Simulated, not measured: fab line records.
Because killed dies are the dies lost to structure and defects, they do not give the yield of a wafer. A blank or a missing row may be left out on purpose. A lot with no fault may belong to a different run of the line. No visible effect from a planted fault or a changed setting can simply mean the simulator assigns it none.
Check for tools in common / flow sky130 / Sampled: 13 lots, 39 wafers

== REASON IT WAS OPENED ==
2 of 13 lots carry a flag on the reading SD_N_RS at SKY_SD_N_RS_MEAS_16. No-fault wafers: 68.52 ohm/sq, standard deviation 0.17.
Rule: a lot gets a flag if all its wafers with a number sit over 4 standard deviations from that mean, or if no wafer of it has a number. The other lots count as sound.

lot=L293; measured=day 28 01:43; on=filmMetro-04; SD_N_RS (ohm/sq), wafer by wafer=68.40 68.58 68.53; flag=
lot=L296; measured=day 28 13:10; on=filmMetro-03; SD_N_RS (ohm/sq), wafer by wafer=68.62 68.54 68.58; flag=
lot=L294; measured=day 28 14:32; on=filmMetro-04; SD_N_RS (ohm/sq), wafer by wafer=68.66 68.68 68.64; flag=
lot=L297; measured=day 29 00:19; on=filmMetro-02; SD_N_RS (ohm/sq), wafer by wafer=68.43 68.56 68.53; flag=
lot=L298; measured=day 29 03:54; on=filmMetro-04; SD_N_RS (ohm/sq), wafer by wafer=68.69 68.53 68.58; flag=
lot=L300; measured=day 30 11:34; on=filmMetro-02; SD_N_RS (ohm/sq), wafer by wafer=68.24 68.25 68.23; flag=
lot=L307; measured=day 32 13:01; on=filmMetro-03; SD_N_RS (ohm/sq), wafer by wafer=68.58 68.49 68.72; flag=
lot=L308; measured=day 32 19:08; on=filmMetro-02; SD_N_RS (ohm/sq), wafer by wafer=70.41 70.21 70.30; flag=FLAGGED
lot=L309; measured=day 33 06:47; on=filmMetro-02; SD_N_RS (ohm/sq), wafer by wafer=68.30 68.40 68.29; flag=
lot=L310; measured=day 33 09:55; on=filmMetro-02; SD_N_RS (ohm/sq), wafer by wafer=70.43 70.33 70.27; flag=FLAGGED
lot=L311; measured=day 33 12:40; on=filmMetro-04; SD_N_RS (ohm/sq), wafer by wafer=68.61 68.70 68.86; flag=
lot=L312; measured=day 33 21:47; on=filmMetro-04; SD_N_RS (ohm/sq), wafer by wafer=68.53 68.60 68.59; flag=
lot=L314; measured=day 34 15:23; on=filmMetro-02; SD_N_RS (ohm/sq), wafer by wafer=68.45 68.07 68.37; flag=
On average the flagged lots' numbers are 70.33 ohm/sq, which is +1.81 ohm/sq against the usual, or +11 standard deviations.

== TOOL THAT RAN EACH LOT ==
The record holds 1 process step before the reading, out of a route of 708 steps. Each cell gives the tool, then ch followed by the chambers the sampled wafers passed through, then the start.
lot=L293; flag=; SKY_SD_N_IMPLANT_10=implanter-03 ch 0, day 28 01:11
lot=L296; flag=; SKY_SD_N_IMPLANT_10=implanter-03 ch 0, day 28 12:37
lot=L294; flag=; SKY_SD_N_IMPLANT_10=implanter-03 ch 0, day 28 14:01
lot=L297; flag=; SKY_SD_N_IMPLANT_10=implanter-01 ch 0, day 28 23:44
lot=L298; flag=; SKY_SD_N_IMPLANT_10=implanter-03 ch 0, day 29 03:22
lot=L300; flag=; SKY_SD_N_IMPLANT_10=implanter-02 ch 0, day 30 11:02
lot=L307; flag=; SKY_SD_N_IMPLANT_10=implanter-01 ch 0, day 32 12:28
lot=L308; flag=FLAGGED; SKY_SD_N_IMPLANT_10=implanter-01 ch 0, day 32 18:36
lot=L309; flag=; SKY_SD_N_IMPLANT_10=implanter-02 ch 0, day 33 06:16
lot=L310; flag=FLAGGED; SKY_SD_N_IMPLANT_10=implanter-01 ch 0, day 33 09:23
lot=L311; flag=; SKY_SD_N_IMPLANT_10=implanter-03 ch 0, day 33 12:08
lot=L312; flag=; SKY_SD_N_IMPLANT_10=implanter-03 ch 0, day 33 21:16
lot=L314; flag=; SKY_SD_N_IMPLANT_10=implanter-03 ch 0, day 34 14:52
What these steps do:
- SKY_SD_N_IMPLANT_10
- SKY_SD_N_RS_MEAS_16: measures by four-point-probe.

== FLAGGED OVER TOTAL, TOOL BY TOOL (the gauges that took the reading come last) ==
step=SKY_SD_N_IMPLANT_10; tool=implanter-01; lots run=4; flagged=2; share of the flagged lots=all; sound lots run after its first flagged lot=0
step=SKY_SD_N_IMPLANT_10; tool=implanter-02; lots run=2; flagged=0; share of the flagged lots=none; sound lots run after its first flagged lot=-
step=SKY_SD_N_IMPLANT_10; tool=implanter-03; lots run=7; flagged=0; share of the flagged lots=none; sound lots run after its first flagged lot=-
step=SKY_SD_N_RS_MEAS_16; tool=filmMetro-02; lots run=6; flagged=2; share of the flagged lots=all; sound lots run after its first flagged lot=2 (L309,L314)
step=SKY_SD_N_RS_MEAS_16; tool=filmMetro-03; lots run=2; flagged=0; share of the flagged lots=none; sound lots run after its first flagged lot=-
step=SKY_SD_N_RS_MEAS_16; tool=filmMetro-04; lots run=5; flagged=0; share of the flagged lots=none; sound lots run after its first flagged lot=-

== WHAT IS ALLOWED BY THE TABLE ==
In 2 table rows, all flagged lots were run: implanter-01 (SKY_SD_N_IMPLANT_10), filmMetro-02 (SKY_SD_N_RS_MEAS_16).
- implanter-01 at SKY_SD_N_IMPLANT_10 ran 4 lots, 2 of them flagged. Its last sound lot is L307 (day 32 12:28), its first flagged lot L308 (day 32 18:36): a fault that began between those two fits. Its own readings (doseIonsCm2, faradayCurrentUA) fall more than 4 standard deviations out on all wafers of the flagged lots.
- filmMetro-02 at SKY_SD_N_RS_MEAS_16 ran 6 lots, 2 of them flagged. After the first flagged lot (L309, L314), sound lots still ran on it; a lasting fault on the whole tool would not permit that.
What remains is a single tool, implanter-01 at SKY_SD_N_IMPLANT_10.

== WHAT THE SIMULATOR HAD PUT IN ==
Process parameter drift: implanter-01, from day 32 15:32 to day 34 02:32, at SKY_SD_N_IMPLANT_10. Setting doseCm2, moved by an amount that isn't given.
Shown lots that were struck: L308, L310. This agrees with what the rule above found.
